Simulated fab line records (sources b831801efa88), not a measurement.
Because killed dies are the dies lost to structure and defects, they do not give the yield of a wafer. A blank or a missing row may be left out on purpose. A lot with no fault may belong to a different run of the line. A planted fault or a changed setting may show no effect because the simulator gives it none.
Which tool is to blame? | flow gf180mcu | Sampling: 11 lots, 33 wafers, 2 of 602 route steps

## WHAT EACH GAUGE READ, for each wafer
GF_M5_CD_MEAS_07: the cd target is 280 nm.
lot  | measured     | on        | cd_nm (nm)
L826 | day 26 06:08 | cd_sem-01 | 281.6 279.7 278.6
L827 | day 26 12:28 | cd_sem-02 | 279.6 280.0 279.8
L828 | day 26 18:07 | cd_sem-01 | 279.4 279.7 279.4
L830 | day 27 14:07 | cd_sem-02 | 280.3 281.0 281.4
L832 | day 28 00:46 | cd_sem-02 | 280.0 278.9 278.1
L833 | day 28 09:01 | cd_sem-01 | 276.9 277.7 277.2
L838 | day 29 21:38 | cd_sem-02 | 280.4 279.8 279.9
L839 | day 30 06:07 | cd_sem-01 | 280.8 280.9 280.3
L844 | day 31 13:31 | cd_sem-02 | 281.5 279.4 280.7
L847 | day 32 10:36 | cd_sem-01 | 281.2 283.0 282.5
L849 | day 32 21:19 | cd_sem-02 | 278.2 278.8 280.5

## WHAT TOOL EACH LOT RAN ON (gives the tool, then ch and the chambers of the sampled wafers, and finally the start)
lot  | GF_NWELL_STRIP_10
L826 | plasma_asher-02 ch 0,1, day 3 08:25
L827 | plasma_asher-02 ch 0,1, day 3 14:25
L828 | plasma_asher-01 ch 0,1, day 3 20:22
L830 | plasma_asher-04 ch 1, day 4 06:34
L832 | plasma_asher-02 ch 0,1, day 4 16:37
L833 | plasma_asher-01 ch 0,1, day 4 21:58
L838 | plasma_asher-02 ch 0,1, day 5 23:43
L839 | plasma_asher-01 ch 0,1, day 6 08:21
L844 | plasma_asher-04 ch 0,1, day 7 09:22
L847 | plasma_asher-01 ch 0,1, day 8 03:43
L849 | plasma_asher-01 ch 0, day 8 13:04
- GF_NWELL_STRIP_10: strips in O2/N2.

## THE ANSWER, worked out from the rows above alone
Rule: the lots themselves supply what counts as usual. The widest of any qualifying gaps counts: lots, ordered by their means at a reading, are off when they make up no more than a third of the lots, leave a main group of 4 or more, and stand apart from it by 3 or more times the standard deviation of that group's means. A main group is skipped when, at the precision printed for the reading in the tables above, its means are all equal. A lot without any number at a reading at which 4 lots or more have one is off too. The other lots that the step has rows for count as sound.
No lot is off at any reading shown: from this, nothing can be told.

## WHAT THE SIMULATOR PUT IN
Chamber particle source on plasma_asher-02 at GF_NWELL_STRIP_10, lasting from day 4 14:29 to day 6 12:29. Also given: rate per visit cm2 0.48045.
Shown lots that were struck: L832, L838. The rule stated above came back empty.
